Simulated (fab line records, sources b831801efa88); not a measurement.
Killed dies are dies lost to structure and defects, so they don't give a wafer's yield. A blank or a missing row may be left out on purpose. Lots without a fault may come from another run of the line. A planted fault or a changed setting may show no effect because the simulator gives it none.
Which tool did it? | flow sky130 | 11 lots, 32 wafers sampled, at 2 steps of a route of 708

WHAT THE GAUGES READ, wafer by wafer
SKY_CAP2M_OVL_MEAS_12.
lot  | measured     | on         | CAP2M_OVL (nm)
L683 | day 40 22:28 | overlay-02 | -0.6 -1.7 -2.0
L684 | day 41 09:20 | overlay-01 | 2.1 1.4 1.9
L686 | day 42 01:55 | overlay-02 | 1.0 1.7 1.3
L685 | day 42 02:47 | overlay-01 | 1.9 0.5 1.0
L688 | day 42 04:22 | overlay-01 | 1.0 2.3 2.1
L689 | day 43 00:07 | overlay-01 | 2.3 -0.9 0.8
L696 | day 44 14:52 | overlay-01 | -1.6 -1.5 -1.4
L698 | day 45 05:36 | overlay-02 | 1.9 1.3
L701 | day 46 00:44 | overlay-02 | -1.4 -0.4 -2.8
L704 | day 46 10:05 | overlay-01 | 0.4 2.0 1.6
L705 | day 46 12:44 | overlay-02 | -2.1 0.4 0.5

WHICH TOOL RAN EACH LOT (tool, then ch and the chambers of the sampled wafers, then the start)
lot  | SKY_METAL4_SPUTTER_00
L683 | pvd_sputter-04, day 39 21:47
L684 | pvd_sputter-04, day 40 09:17
L686 | pvd_sputter-04, day 41 02:12
L685 | pvd_sputter-03, day 41 03:16
L688 | pvd_sputter-03, day 41 04:48
L689 | pvd_sputter-01, day 42 00:52
L696 | pvd_sputter-01, day 43 16:12
L698 | pvd_sputter-03, day 44 07:17
L701 | pvd_sputter-03, day 45 03:13
L704 | pvd_sputter-03, day 45 12:31
L705 | pvd_sputter-03, day 45 16:07
- SKY_METAL4_SPUTTER_00: material Ti, target thk 15 nm, time 10 s.

THE ANSWER, worked out from the rows above alone
Rule: what is usual is taken from the lots themselves. Put in order of their means at a reading, lots are off if they are a third of the lots or fewer, leave a main group of 4 or more, and stand apart from it by a gap of 3 or more times the standard deviation of the main group's means; of several such gaps the widest counts. A main group whose means are all the same, to the digits that the tables above print for the reading, isn't used. A lot without any number at a reading at which 4 lots or more have one is off too. The other lots that the step has rows for count as sound.
No lot is off at any reading shown: from this, nothing can be told.

WHAT THE SIMULATOR HAD PUT IN
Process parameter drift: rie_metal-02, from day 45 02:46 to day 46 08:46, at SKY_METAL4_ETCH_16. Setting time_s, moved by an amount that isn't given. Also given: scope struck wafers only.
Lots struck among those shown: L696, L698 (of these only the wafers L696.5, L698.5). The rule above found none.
